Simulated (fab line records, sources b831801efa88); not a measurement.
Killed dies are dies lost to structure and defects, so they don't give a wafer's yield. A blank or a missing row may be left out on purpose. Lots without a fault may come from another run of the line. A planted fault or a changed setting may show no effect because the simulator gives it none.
fab line records | flow gf180mcu
record lots=7 wafers=21 last_day=33
route steps=602 shown POLY_GATE@173 HV_LDD@176
lots that met no fault: from a run of the same line without faults
start_h: hours from the record's first day to the start of the lot's first wafer shown | wait_h: hours since the lot's step before | " the same as in the row above | L1.1+2: a row that stands for several wafers | - no value, or no start given | * or withheld: withheld | < > ~ a bound
route shown NAME@n: a module of which the file shows steps, and the number in the route of the first | usual: mean/standard deviation of fault-free wafers | same: alike in all rows | chamber/n: place in a boat | sites: the reading at each site | _std_site: their standard deviation | _edge_site: outer sites' mean less inner sites' | radius_mm: how far each site lies from the wafer's centre | mask NAME#n: copy n | behind: the tool/chamber that last shaped the wafer | hold: why the lot was held/for how many hours/how that ended | device: the transistor (n, p or np) that didn't switch | end of line: the same wafers' tests at the end of the route | a step without rows: its recipe alone | killed: dies lost to structure and defects at the first sort, not the wafer's yield | map: a wafer's dies, x killed, . not, _ none there
set.NAME: the setting as run; set.NAME@STEP: as run at that earlier step | model.NAME: the simulator's own value behind a step, which no gauge read
lots at some steps of the route; a table a step, a row a wafer
services: from which hour (start_h, from the record's first day; less than 0 if before it) a tool's chamber was out of use, for how many hours, and why
## steps
# step GF_POLY_GATE_OXIDATION_16
# recipe temp_c=850 ambient=O2 stabilise_s=600 purge_s=300 target_thk_a=40 ox_time_s=899
# step GF_POLY_GATE_THK_MEAS_17
# recipe reads=SiO2_of_POLY_GATE_OXIDATION_16
# usual POLY_GATE_OXIDATION_THK=3.99/0.076
# columns lot.wafer tool chamber start_h wait_h POLY_GATE_OXIDATION_THK[nm]
L395.1 film_metro-01 - 224.60 0.0 3.95
L395.3 " - " " 3.97
L395.4 " - " " 4.01
L399.1 film_metro-04 - 245.97 0.0 4.04
L399.3 " - " " 3.96
L399.4 " - " " 3.91
L409.1 film_metro-01 - 304.56 0.0 4.04
L409.2 " - " " 3.91
L409.3 " - " " 3.89
L410.1 film_metro-01 - 312.33 0.0 3.98
L410.2 " - " " 3.95
L410.3 " - " " 3.93
L411.1 film_metro-02 - 317.50 0.0 3.98
L411.4 " - " " 4.06
L411.5 " - " " 4.01
L412.2 film_metro-02 - 328.93 0.0 3.91
L412.3 " - " " 3.89
L412.6 " - " " 3.92
L414.2 film_metro-04 - 335.46 0.0 4.02
L414.3 " - " " 4.04
L414.4 " - " " 4.10
# step GF_POLY_GATE_CD_MEAS_18
# usual cd_nm=279.6/2.3
# columns lot.wafer tool chamber start_h wait_h cd_nm
L395.1 cd_sem-01 - 224.66 0.1 279.3
L395.3 " - " " 282.9
L395.4 " - " " 280.6
L399.1 cd_sem-01 - 246.03 0.1 280.1
L399.3 " - " " 280.8
L399.4 " - " " 276.4
L409.1 cd_sem-01 - 304.62 0.1 277.0
L409.2 " - " " 279.2
L409.3 " - " " 276.7
L410.1 cd_sem-01 - 312.39 0.1 277.4
L410.2 " - " " 276.9
L410.3 " - " " 276.8
L411.1 cd_sem-01 - 317.56 0.1 281.5
L411.4 " - " " 279.4
L411.5 " - " " 277.8
L412.2 cd_sem-01 - 329.00 0.1 283.2
L412.3 " - " " 281.5
L412.6 " - " " 283.2
L414.2 cd_sem-01 - 335.54 0.1 282.0
L414.3 " - " " 278.9
L414.4 " - " " 279.9
# step GF_HV_LDD_DEHYDRATE_00
# recipe temp_c=200 time_s=60
# step GF_HV_LDD_HMDS_01
# recipe prime_time_s=60 prime_temp_c=120
# step GF_HV_LDD_COAT_02
# recipe resist=NOVOLAK spin_rpm=3000 resist_thk_nm=1000
# step GF_HV_LDD_SOFTBAKE_03
# recipe temp_c=90 time_s=60 resist=NOVOLAK
# step GF_HV_LDD_EXPOSE_04
# recipe mask_id=Nplus_LV_AREA target_cd_nm=400 na=0.6 source_shape=conventional sigma_outer=0.6 dose_mj=140
# step GF_HV_LDD_PEB_05
# recipe temp_c=withheld time_s=* resist=NOVOLAK
# step GF_HV_LDD_DEVELOP_06
# recipe develop_time_s=60 dev_temp_c=23
# step GF_HV_LDD_CD_MEAS_07
# recipe target_cd_nm=400
# usual cd_nm=399.9/2.2
# columns lot.wafer tool chamber start_h wait_h cd_nm
L395.1 cd_sem-02 - 242.86 0.1 399.5
L395.3 " - " " 400.3
L395.4 " - " " 400.5
L399.1 cd_sem-01 - 265.37 0.1 400.5
L399.3 " - " " 400.3
L399.4 " - " " 398.5
L409.1 cd_sem-02 - 321.87 0.1 399.2
L409.2 " - " " 398.0
L409.3 " - " " 396.9
L410.1 cd_sem-01 - 333.11 0.1 403.9
L410.2 " - " " 404.0
L410.3 " - " " 403.8
L411.1 cd_sem-02 - 338.01 0.1 404.9
L411.4 " - " " 404.4
L411.5 " - " " 403.4
L412.2 cd_sem-02 - 349.59 0.1 402.0
L412.3 " - " " 403.4
L412.6 " - " " 401.9
L414.2 cd_sem-01 - 357.74 0.1 400.6
L414.3 " - " " 398.9
L414.4 " - " " 400.4
# step GF_HV_LDD_OVL_MEAS_08
# usual HV_LDD_OVL=-1.1/1.3
# columns lot.wafer tool chamber start_h wait_h HV_LDD_OVL[nm]
L395.1 overlay-02 - 242.98 0.1 -0.5
L395.3 " - " " 0.4
L395.4 " - " " 0.1
L399.1 overlay-01 - 265.49 0.1 -2.3
L399.3 " - " " -1.1
L399.4 " - " " -1.8
L409.1 overlay-02 - 321.99 0.1 -3.8
L409.2 " - " " -2.8
L409.3 " - " " -1.8
L410.1 overlay-02 - 333.23 0.1 -1.9
L410.2 " - " " -1.7
L410.3 " - " " -2.2
L411.1 overlay-01 - 338.13 0.1 -0.2
L411.4 " - " " -0.4
L411.5 " - " " -0.6
L412.2 overlay-02 - 349.70 0.1 -2.2
L412.3 " - " " -4.1
L412.6 " - " " -1.0
L414.2 overlay-02 - 357.85 0.1 -1.3
L414.3 " - " " -2.1
L414.4 " - " " -1.9
# step GF_HV_LDD_IMPLANT_09
# recipe species=As energy_kev=40 dose_cm2=1e+14 tilt_deg=7.232
# usual beam_energy_keV=39.998/0.012 beam_on_s=10.00/0.22 implant_ion_amu=75/0
# columns lot.wafer tool chamber start_h wait_h beam_energy_keV beam_on_s implant_ion_amu
L395.1 implanter-01 0 243.01 0.0 40.004 10.04 75
L395.3 " 0 " " 40.002 10.13 75
L395.4 " 0 " " 39.999 10.18 75
L399.1 implanter-01 0 265.53 0.0 40.003 10.18 75
L399.3 " 0 " " 40.007 9.77 75
L399.4 " 0 " " 40.013 10.08 75
L409.1 implanter-01 - 322.03 0.0 - - -
L409.2 " - " " - - -
L409.3 " - " " - - -
L410.1 implanter-04 - 333.26 0.0 - - -
L410.2 " - " " - - -
L410.3 " - " " - - -
L411.1 implanter-04 - 338.16 0.0 - - -
L411.4 " - " " - - -
L411.5 " - " " - - -
L412.2 implanter-01 0 349.75 0.0 40.015 10.12 75
L412.3 " 0 " " 40.006 9.69 75
L412.6 " 0 " " 40.013 9.78 75
L414.2 implanter-03 0 357.90 0.0 39.985 9.90 75
L414.3 " 0 " " 40.007 10.01 75
L414.4 " 0 " " 39.974 10.45 75
# step GF_HV_LDD_STRIP_10
# recipe chemistry=O2/N2 power_w=1400 pressure_mtorr=1500 platen_temp_c=250 o2_flow_sccm=3000 n2_flow_sccm=300 overash_fraction=0.5
# usual drypump_motor_current_A=5.8/0.31 heater_power_w=333/23 oes_product_au=0.715/0.0048 strip_time_to_endpoint_s=12.632/0.029
# same overash_fraction=0.5
# columns lot.wafer tool chamber start_h wait_h drypump_motor_current_A heater_power_w oes_product_au rf_hours_counter_h strip_time_to_endpoint_s
L395.1 plasma_asher-04 1 243.16 0.1 5.5 317 0.716 14 12.639
L395.3 " 0 " " 5.8 343 0.712 - 12.668
L395.4 " 1 " " 5.5 318 0.719 - 12.678
L399.1 plasma_asher-01 0 265.68 0.1 5.8 384 0.719 62 12.631
L399.3 " 0 " " 5.8 375 0.718 - 12.600
L399.4 " 1 " " 5.5 302 0.720 - 12.634
L409.1 plasma_asher-01 1 322.18 0.1 5.5 304 0.715 65 12.621
L409.2 " 0 " " 5.8 390 0.722 65 12.658
L409.3 " 0 " " 5.8 380 0.718 - 12.629
L410.1 plasma_asher-01 1 333.41 0.1 5.5 300 0.711 66 12.617
L410.2 " 0 " " 5.8 391 0.707 66 12.631
L410.3 " 1 " " 5.5 302 0.717 - 12.661
L411.1 plasma_asher-04 0 338.31 0.1 5.8 332 0.713 26 12.610
L411.4 " 0 " " 5.8 329 0.717 - 12.676
L411.5 " 1 " " 5.5 315 0.715 - 12.688
L412.2 plasma_asher-02 1 349.88 0.1 5.5 338 0.713 69 12.614
L412.3 " 0 " " 6.2 336 0.704 - 12.628
L412.6 " 0 " " 6.2 333 0.721 - 12.639
L414.2 plasma_asher-04 0 358.03 0.1 5.8 337 0.715 28 12.616
L414.3 " 0 " " 5.8 333 0.710 - 12.605
L414.4 " 1 " " 5.5 313 0.711 - 12.633
# step GF_HV_LDD_TW_MEAS_11
# usual HV_LDD_TW=2428/35
# columns lot.wafer tool chamber start_h wait_h HV_LDD_TW
L395.1 film_metro-03 - 243.26 0.1 2394
L395.3 " - " " 2386
L395.4 " - " " 2394
L399.1 film_metro-04 - 265.78 0.1 2484
L399.3 " - " " 2478
L399.4 " - " " 2467
L409.1 film_metro-03 - 322.28 0.1 30
L409.2 " - " " 30
L409.3 " - " " 30
L410.1 film_metro-04 - 333.51 0.1 31
L410.2 " - " " 31
L410.3 " - " " 31
L411.1 film_metro-04 - 338.41 0.1 31
L411.4 " - " " 31
L411.5 " - " " 31
L412.2 film_metro-02 - 349.99 0.1 2411
L412.3 " - " " 2407
L412.6 " - " " 2405
L414.2 film_metro-04 - 358.14 0.1 2461
L414.3 " - " " 2468
L414.4 " - " " 2450
# step GF_HV_LDD_DEHYDRATE_12
# recipe temp_c=200 time_s=60
# step GF_HV_LDD_HMDS_13
# recipe prime_time_s=60 prime_temp_c=120
# step GF_HV_LDD_COAT_14
# recipe resist=NOVOLAK spin_rpm=3000 resist_thk_nm=1000
# step GF_HV_LDD_SOFTBAKE_15
# recipe temp_c=90 time_s=60 resist=NOVOLAK
# step GF_HV_LDD_EXPOSE_16
# recipe mask_id=Pplus_LV_AREA target_cd_nm=400 na=0.6 source_shape=conventional sigma_outer=0.6 dose_mj=140
# step GF_HV_LDD_PEB_17
# recipe temp_c=withheld time_s=* resist=NOVOLAK
# step GF_HV_LDD_DEVELOP_18
# recipe develop_time_s=60 dev_temp_c=23
# step GF_HV_LDD_CD_MEAS_19
# recipe target_cd_nm=400
# usual cd_nm=399.0/2
# columns lot.wafer tool chamber start_h wait_h cd_nm
L395.1 cd_sem-01 - 261.96 0.1 399.2
L395.3 " - " " 398.7
L395.4 " - " " 400.4
L399.1 cd_sem-02 - 283.81 0.1 397.1
L399.3 " - " " 400.1
L399.4 " - " " 397.7
L409.1 cd_sem-02 - 343.17 0.1 396.6
L409.2 " - " " 396.4
L409.3 " - " " 398.4
L410.1 cd_sem-02 - 354.94 0.1 396.6
L410.2 " - " " 395.8
L410.3 " - " " 397.3
L411.1 cd_sem-02 - 359.14 0.1 399.1
L411.4 " - " " 398.9
L411.5 " - " " 400.0
L412.2 cd_sem-02 - 372.16 0.1 399.6
L412.3 " - " " 399.6
L412.6 " - " " 398.5
L414.2 cd_sem-01 - 381.49 0.1 398.6
L414.3 " - " " 397.5
L414.4 " - " " 399.9
# step GF_HV_LDD_OVL_MEAS_20
# usual HV_LDD_01_OVL=0.0/1.3
# columns lot.wafer tool chamber start_h wait_h HV_LDD_01_OVL[nm]
L395.1 overlay-01 - 262.08 0.1 -1.6
L395.3 " - " " -2.4
L395.4 " - " " -0.7
L399.1 overlay-01 - 283.93 0.1 2.3
L399.3 " - " " 1.6
L399.4 " - " " 0.9
L409.1 overlay-01 - 343.29 0.1 -0.9
L409.2 " - " " -2.5
L409.3 " - " " -0.7
L410.1 overlay-02 - 355.06 0.1 -0.8
L410.2 " - " " -2.4
L410.3 " - " " -0.6
L411.1 overlay-01 - 359.26 0.1 -1.1
L411.4 " - " " -0.3
L411.5 " - " " -1.2
L412.2 overlay-01 - 372.27 0.1 0.8
L412.3 " - " " 0.8
L412.6 " - " " -1.1
L414.2 overlay-01 - 381.60 0.1 0.5
L414.3 " - " " 1.1
L414.4 " - " " 0.7
# step GF_HV_LDD_IMPLANT_21
# recipe species=BF2 energy_kev=25 dose_cm2=5e+13 tilt_deg=7
# step GF_HV_LDD_STRIP_22
# recipe chemistry=O2/N2 power_w=1400 pressure_mtorr=1500 platen_temp_c=250 o2_flow_sccm=3000 n2_flow_sccm=300 overash_fraction=0.5
# usual drypump_motor_current_A=5.70/0.25 heater_power_w=331/24 oes_product_au=0.716/0.0044 strip_time_to_endpoint_s=12.63/0.036
# same overash_fraction=0.5
# columns lot.wafer tool chamber start_h wait_h drypump_motor_current_A heater_power_w oes_product_au rf_hours_counter_h strip_time_to_endpoint_s
L395.1 plasma_asher-04 1 262.26 0.1 5.49 316 0.717 16 12.63
L395.3 " 0 " " 5.78 342 0.718 - 12.69
L395.4 " 1 " " 5.50 320 0.723 - 12.62
L399.1 plasma_asher-02 0 284.11 0.1 6.14 326 0.713 61 12.64
L399.3 " 1 " " 5.45 340 0.720 - 12.65
L399.4 " 0 " " 6.20 330 0.719 - 12.66
L409.1 plasma_asher-04 1 343.48 0.1 5.49 314 0.712 26 12.61
L409.2 " 0 " " 5.81 329 0.713 26 12.57
L409.3 " 1 " " 5.47 322 0.711 - 12.59
L410.1 plasma_asher-01 1 355.25 0.1 5.55 299 0.720 68 12.63
L410.2 " 0 " " 5.78 382 0.718 68 12.64
L410.3 " 1 " " 5.46 296 0.722 - 12.67
L411.1 plasma_asher-04 0 359.45 0.1 5.81 331 0.714 28 12.67
L411.4 " 0 " " 5.79 330 0.718 - 12.70
L411.5 " 0 " " 5.79 334 0.717 - 12.69
L412.2 plasma_asher-04 0 372.45 0.1 5.82 335 0.714 29 12.68
L412.3 " 0 " " 5.82 329 0.713 - 12.69
L412.6 " 1 " " 5.49 320 0.715 - 12.71
L414.2 plasma_asher-04 0 381.78 0.1 5.79 339 0.714 30 12.60
L414.3 " 1 " " 5.49 308 0.711 - 12.57
L414.4 " 0 " " 5.81 330 0.723 - 12.61
# step GF_HV_LDD_TW_MEAS_23
# usual HV_LDD_2_TW=1062/13
# columns lot.wafer tool chamber start_h wait_h HV_LDD_2_TW
L395.1 film_metro-03 - 262.36 0.1 1052
L395.3 " - " " 1051
L395.4 " - " " 1052
L399.1 film_metro-02 - 284.21 0.1 1054
L399.3 " - " " 1058
L399.4 " - " " 1052
L409.1 film_metro-02 - 343.58 0.1 1059
L409.2 " - " " 1063
L409.3 " - " " 1057
L410.1 film_metro-03 - 355.35 0.1 1049
L410.2 " - " " 1053
L410.3 " - " " 1049
L411.1 film_metro-02 - 359.55 0.1 1062
L411.4 " - " " 1058
L411.5 " - " " 1066
L412.2 film_metro-04 - 372.56 0.1 1083
L412.3 " - " " 1084
L412.6 " - " " 1088
L414.2 film_metro-02 - 381.89 0.1 1060
L414.3 " - " " 1060
L414.4 " - " " 1062
# step GF_HV_LDD_DEHYDRATE_24
# recipe temp_c=200 time_s=60
# step GF_HV_LDD_HMDS_25
# recipe prime_time_s=60 prime_temp_c=120
# step GF_HV_LDD_COAT_26
# recipe resist=NOVOLAK spin_rpm=3000 resist_thk_nm=1000
# step GF_HV_LDD_SOFTBAKE_27
# recipe temp_c=90 time_s=60 resist=NOVOLAK
# step GF_HV_LDD_EXPOSE_28
# recipe mask_id=Nplus_HV_AREA target_cd_nm=400 na=0.6 source_shape=conventional sigma_outer=0.6 dose_mj=140
# step GF_HV_LDD_PEB_29
# recipe temp_c=withheld time_s=* resist=NOVOLAK
# step GF_HV_LDD_DEVELOP_30
# recipe develop_time_s=60 dev_temp_c=23
# step GF_HV_LDD_CD_MEAS_31
# recipe target_cd_nm=400
# usual cd_nm=400.0/2.4
# columns lot.wafer tool chamber start_h wait_h cd_nm
L395.1 cd_sem-02 - 281.26 0.1 399.3
L395.3 " - " " 399.7
L395.4 " - " " 398.1
L399.1 cd_sem-02 - 297.06 0.1 400.5
L399.3 " - " " 402.1
L399.4 " - " " 402.3
L409.1 cd_sem-02 - 365.19 0.1 400.0
L409.2 " - " " 397.5
L409.3 " - " " 398.1
L410.1 cd_sem-01 - 377.64 0.1 401.8
L410.2 " - " " 401.2
L410.3 " - " " 401.2
L411.1 cd_sem-02 - 382.36 0.1 404.2
L411.4 " - " " 402.3
L411.5 " - " " 399.4
L412.2 cd_sem-02 - 393.86 0.1 403.0
L412.3 " - " " 403.2
L412.6 " - " " 400.9
L414.2 cd_sem-02 - 404.28 0.1 403.3
L414.3 " - " " 401.8
L414.4 " - " " 402.9
# step GF_HV_LDD_OVL_MEAS_32
# usual HV_LDD_02_OVL=0.2/1.2
# columns lot.wafer tool chamber start_h wait_h HV_LDD_02_OVL[nm]
L395.1 overlay-01 - 281.38 0.1 1.1
L395.3 " - " " -0.3
L395.4 " - " " -0.4
L399.1 overlay-01 - 297.18 0.1 -0.3
L399.3 " - " " 1.5
L399.4 " - " " 0.4
L409.1 overlay-01 - 365.31 0.1 0.8
L409.2 " - " " 1.9
L409.3 " - " " 1.4
L410.1 overlay-01 - 377.76 0.1 -0.1
L410.2 " - " " 0.6
L410.3 " - " " 0.1
L411.1 overlay-02 - 382.48 0.1 -0.5
L411.4 " - " " -1.1
L411.5 " - " " 0.4
L412.2 overlay-01 - 393.97 0.1 2.4
L412.3 " - " " 2.1
L412.6 " - " " 0.6
L414.2 overlay-02 - 404.38 0.1 1.4
L414.3 " - " " 2.0
L414.4 " - " " 1.9
# step GF_HV_LDD_IMPLANT_33
# recipe species=P energy_kev=60 dose_cm2=7.5e+12 tilt_deg=30 rotation_deg=0
# step GF_HV_LDD_IMPLANT_34
# recipe species=P energy_kev=60 dose_cm2=7.381e+12 tilt_deg=30 rotation_deg=90
# step GF_HV_LDD_IMPLANT_35
# recipe species=P energy_kev=60 dose_cm2=7.5e+12 tilt_deg=30 rotation_deg=180
# step GF_HV_LDD_IMPLANT_36
# recipe species=P energy_kev=60 dose_cm2=7.5e+12 tilt_deg=30 rotation_deg=270
# step GF_HV_LDD_STRIP_37
# recipe chemistry=O2/N2 power_w=1400 pressure_mtorr=1500 platen_temp_c=250 o2_flow_sccm=3000 n2_flow_sccm=300 overash_fraction=0.5
# usual drypump_motor_current_A=5.71/0.27 heater_power_w=332/26 oes_product_au=0.716/0.0045 strip_time_to_endpoint_s=12.63/0.032
# same overash_fraction=0.5
# columns lot.wafer tool chamber start_h wait_h drypump_motor_current_A heater_power_w oes_product_au rf_hours_counter_h strip_time_to_endpoint_s
L395.1 plasma_asher-02 0 282.01 0.1 6.23 337 0.716 61 12.63
L395.3 " 0 " " 6.25 341 0.712 - 12.64
L395.4 " 1 " " 5.50 325 0.720 - 12.70
L399.1 plasma_asher-02 1 297.81 0.1 5.46 323 0.719 64 12.63
L399.3 " 0 " " 6.23 328 0.719 - 12.65
L399.4 " 1 " " 5.46 327 0.722 - 12.62
L409.1 plasma_asher-02 1 365.95 0.1 5.47 328 0.712 71 12.65
L409.2 " 0 " " 6.22 339 0.718 71 12.71
L409.3 " 0 " " 6.17 337 0.715 - 12.68
L410.1 plasma_asher-04 1 378.40 0.1 5.51 318 0.717 30 12.65
L410.2 " 0 " " 5.81 327 0.719 30 12.66
L410.3 " 0 " " 5.81 327 0.724 - 12.69
L411.1 plasma_asher-01 1 383.11 0.1 5.43 295 0.716 71 12.66
L411.4 " 1 " " 5.50 297 0.716 - 12.67
L411.5 " 0 " " 5.78 392 0.721 - 12.65
L412.2 plasma_asher-04 0 394.60 0.1 5.82 333 0.717 31 12.65
L412.3 " 1 " " 5.50 312 0.721 - 12.65
L412.6 " 1 " " 5.49 319 0.717 - 12.62
L414.2 plasma_asher-02 0 405.01 0.1 6.19 332 0.715 75 12.58
L414.3 " 1 " " 5.50 317 0.729 - 12.61
L414.4 " 0 " " 6.24 335 0.717 - 12.57
# step GF_HV_LDD_TW_MEAS_38
# usual HV_LDD_3_TW=1452/21
# columns lot.wafer tool chamber start_h wait_h HV_LDD_3_TW
L395.1 film_metro-02 - 282.11 0.1 1437
L395.3 " - " " 1432
L395.4 " - " " 1431
L399.1 film_metro-04 - 297.91 0.1 1476
L399.3 " - " " 1473
L399.4 " - " " 1475
L409.1 film_metro-02 - 366.05 0.1 1441
L409.2 " - " " 1434
L409.3 " - " " 1435
L410.1 film_metro-03 - 378.50 0.1 1435
L410.2 " - " " 1427
L410.3 " - " " 1421
L411.1 film_metro-04 - 383.21 0.1 1468
L411.4 " - " " 1480
L411.5 " - " " 1464
L412.2 film_metro-02 - 394.71 0.1 1435
L412.3 " - " " 1425
L412.6 " - " " 1439
L414.2 film_metro-03 - 405.12 0.1 1421
L414.3 " - " " 1415
L414.4 " - " " 1417
# step GF_HV_LDD_RS_MEAS_53
# recipe thk_meas_gauge=four-point-probe
# usual HV_LDD_RS=418.8/1.1
# columns lot.wafer tool chamber start_h wait_h HV_LDD_RS[ohm/sq]
L395.1 film_metro-03 - 295.79 0.1 418.6
L395.3 " - " " 419.5
L395.4 " - " " 419.0
L399.1 film_metro-04 - 310.27 0.1 418.1
L399.3 " - " " 418.7
L399.4 " - " " 418.1
L409.1 film_metro-03 - 389.10 0.1 881.5
L409.2 " - " " 880.7
L409.3 " - " " 880.1
L410.1 film_metro-02 - 401.13 0.1 879.4
L410.2 " - " " 880.7
L410.3 " - " " 880.4
L411.1 film_metro-03 - 405.96 0.1 882.8
L411.4 " - " " 883.8
L411.5 " - " " 884.0
L412.2 film_metro-04 - 418.66 0.1 419.3
L412.3 " - " " 420.4
L412.6 " - " " 420.3
L414.2 film_metro-02 - 430.32 0.1 418.7
L414.3 " - " " 420.6
L414.4 " - " " 420.5
## services
# columns tool chamber start_h hours kind
implanter-03 - 222.31 3.9 repair
implanter-03 - 230.22 120.9 pm
implanter-01 - 250.57 2.4 repair
plasma_asher-01 - 257.72 2.8 pm
implanter-01 - 265.69 2.3 repair
plasma_asher-01 - 274.00 28.1 pm
implanter-04 - 343.01 1.1 repair
plasma_asher-01 - 358.67 1.3 repair
implanter-04 - 373.64 1.1 repair
implanter-01 - 377.53 3.8 pm
implanter-03 - 394.89 3.6 pm
implanter-04 - 395.91 2.2 repair
## key
first_sign step=GF_HV_LDD_IMPLANT_09 reading=tool_record direction=missing
effect step=GF_HV_LDD_TW_MEAS_11 reading=HV_LDD_TW direction=down sigmas=68 usual=2428 struck=30
effect step=GF_HV_LDD_RS_MEAS_53 reading=HV_LDD_RS direction=up sigmas=99+ usual=418.8 struck=881.5
met_at GF_HV_LDD_IMPLANT_09
struck_wafers L409.1,L409.2,L409.3,L410.1,L410.2,L410.3,L411.1,L411.4,L411.5
later_rows_left_out L409.1,L409.2,L409.3,L410.1,L410.2,L410.3,L411.1,L411.4,L411.5
sort_left_out L409.1,L409.2,L409.3,L410.1,L410.2,L410.3,L411.1,L411.4,L411.5
tester_left_out L409,L410,L411
onset_between 265.53 322.03
fault kind=skipped_step_whole tool=implanter-01,implanter-04 chamber=- onset_h=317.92 steps=GF_HV_LDD_IMPLANT_09 scope=struck_lots_only
# tester_left_out: of these lots the tester's yield and bins aren't shown, on N5 and GAA mostly nor the transistor test; their killed dies are dies lost to structure and defects alone, not to doping, threshold or leakage, so they don't give the yield
# sort_left_out: the simulated sort isn't trusted on such a fault, so these wafers' sort isn't shown, and their yield isn't known
# later_rows_left_out: the simulator's readings of these wafers behind a module that went badly wrong aren't trusted and aren't shown, but for the sort
